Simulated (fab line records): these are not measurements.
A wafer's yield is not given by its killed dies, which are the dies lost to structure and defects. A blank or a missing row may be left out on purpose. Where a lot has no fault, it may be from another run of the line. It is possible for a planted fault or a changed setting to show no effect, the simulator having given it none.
Struck lot and sound lot, side by side / flow sky130 / 17 steps out of a route of 708
Sound: the wafers L263.2, L263.3, L263.6. Struck: wafers L272.2, L272.5, L272.6. At the end, the cause is stated.
Order at every step that has rows: each side's tool, ch and its chambers, its first start. Under that, the readings that differ: sound wafers / struck wafers / difference of the means / sigmas: that difference in standard deviations of wafers without a fault.
alike: same words and numbers on both sides, and readings whose means sit less than 2 such deviations apart. not compared: any withheld reading, any reading some wafer has no value for, any bound like >300 that may hide the same value, and any number with overlapping values for which the record gives no deviation.
A row with sigmas, a row that says differs or no value, or rows on one side alone: a step with any of these is where the two part. Numbers that don't overlap but have no deviation are shown without sigmas and don't part them. Lack of a reading on every wafer of one side parts them only where that side has two or more wafers.

SKY_CONTACT_BOW_MEAS_05:
  sound: film metro-01 at day 33 17:13; struck: film metro-03 at day 36 03:22
  alike: CONTACT_BOW
then, 8 steps without rows for these wafers: SKY_CONTACT_DEHYDRATE_06 (time 60 s); SKY_CONTACT_HMDS_07 (prime time 60 s); SKY_CONTACT_COAT_08 (resist thk 60 nm); SKY_CONTACT_COAT_09 (resist thk 450 nm); SKY_CONTACT_SOFTBAKE_10 (time 90 s); SKY_CONTACT_EXPOSE_11 (exposes mask CTM1, target cd 170 nm); SKY_CONTACT_PEB_12; SKY_CONTACT_DEVELOP_13 (develop time 60 s).
SKY_CONTACT_CD_MEAS_14: the cd target is 170 nm.
  sound: cd sem-02 at day 34 20:58; struck: cd sem-02 at day 37 06:12
  alike: cd nm
SKY_CONTACT_OVL_MEAS_15:
  sound: overlay-01 at day 34 21:04; struck: overlay-01 at day 37 06:19
  alike: CONTACT_OVL
SKY_CONTACT_ETCH_16: etches BARC in N2/H2, stops on SiO2, time 45.9 s, target depth 60 nm.
  sound on rie diel-03 ch 1,2,3, day 34 21:06; struck on rie diel-04 ch 2,3, day 37 06:20
  alike: bias w, chamber pressure mTorr, drypump motor current A, oes product au, throttle valve pct
  not compared: rf hours counter h
SKY_CONTACT_ETCH_17: etches SiO2 in C4F8/O2/Ar, stops on Si3N4, target depth 340 nm.
  sound on rie diel-03 ch 1,2,3, day 34 21:09; struck on rie diel-04 ch 2,3, day 37 06:23
  no value came back on the struck wafers for bias w (W), chamber pressure mTorr (mTorr), oes product au (a.u.); on the sound wafers bias w (W) reads 1199 1193 1204
reading=model.KrF-thick_of_CONTACT_COAT_09.thk nm (nm); sound=331.1 329 329.4; struck=393.1 392.3 393; difference=+63.0; sigmas=
SKY_CONTACT_ETCH_18: etches Si3N4 in CHF3/O2, stops on TiN, time 39 s, target depth 75 nm.
  sound on rie diel-03 ch 1,2,3; struck on rie diel-04 ch 2,3
reading=oes product au (a.u.); sound=0.856 0.859 0.874; struck=0.379 0.382 0.387; difference=-0.480; sigmas=-67
reading=throttle valve pct (%); sound=8.796 8.787 8.789; struck=8.669 8.667 8.684; difference=-0.117; sigmas=-13
reading=model.KrF-thick_of_CONTACT_COAT_09.thk nm (nm); sound=248.8 245.6 245.1; struck=307.7 306.8 306.5; difference=+60.5; sigmas=
  alike: O2_flow_sccm, bias w, drypump motor current A
  not compared: rf hours counter h
SKY_CONTACT_STRIP_19: strips in O2/N2.
  sound on plasma asher-04 ch 0, day 34 21:14; struck on plasma asher-03 ch 0,1, day 37 06:28
reading=oes product au (a.u.); sound=0.387 0.382 0.382; struck=0.413 0.411 0.412; difference=+0.028; sigmas=+6
reading=strip time to endpoint s (s); sound=3.67 3.66 3.66; struck=4.31 4.30 4.30; difference=+0.64; sigmas=+18
  alike: drypump motor current A
  not compared: rf hours counter h
then, 1 step without rows for these wafers: SKY_CONTACT_STRIP_20 (strips in post etch residue remover, time 1200 s).
-- the record jumps here: 13 days lie between the struck wafers' starts before and after (it left off in module CONTACT and takes up again in module PAD_OPEN, whose first step shown is number 708 of the route) --
SKY_PAD_OPEN_PROBE_99:
  sound: prober-01 at day 48 16:32; struck: prober-02 at day 50 09:21
reading=hold; sound=- - -; struck=await dispo/2.8h/scrap await dispo/2.8h/scrap await dispo/2.8h/scrap; difference=no value on the sound wafers; sigmas=
reading=killed at contacts; sound=33 21 30; struck=432 437 432; difference=+406; sigmas=+72
reading=killed dies; sound=79 85 100; struck=492 492 492; difference=+404; sigmas=+37
reading=killed on rim; sound=17 16 19; struck=96 96 96; difference=+79; sigmas=+22
  alike: killed_at_M0_to_M3, killed_at_M4_up, killed at front end, killed at other, killed open, killed short

## WHERE THEY PART
At SKY_CONTACT_ETCH_17 first; at SKY_PAD_OPEN_PROBE_99 last (within this record only).

WHY: what had been put in by the simulator
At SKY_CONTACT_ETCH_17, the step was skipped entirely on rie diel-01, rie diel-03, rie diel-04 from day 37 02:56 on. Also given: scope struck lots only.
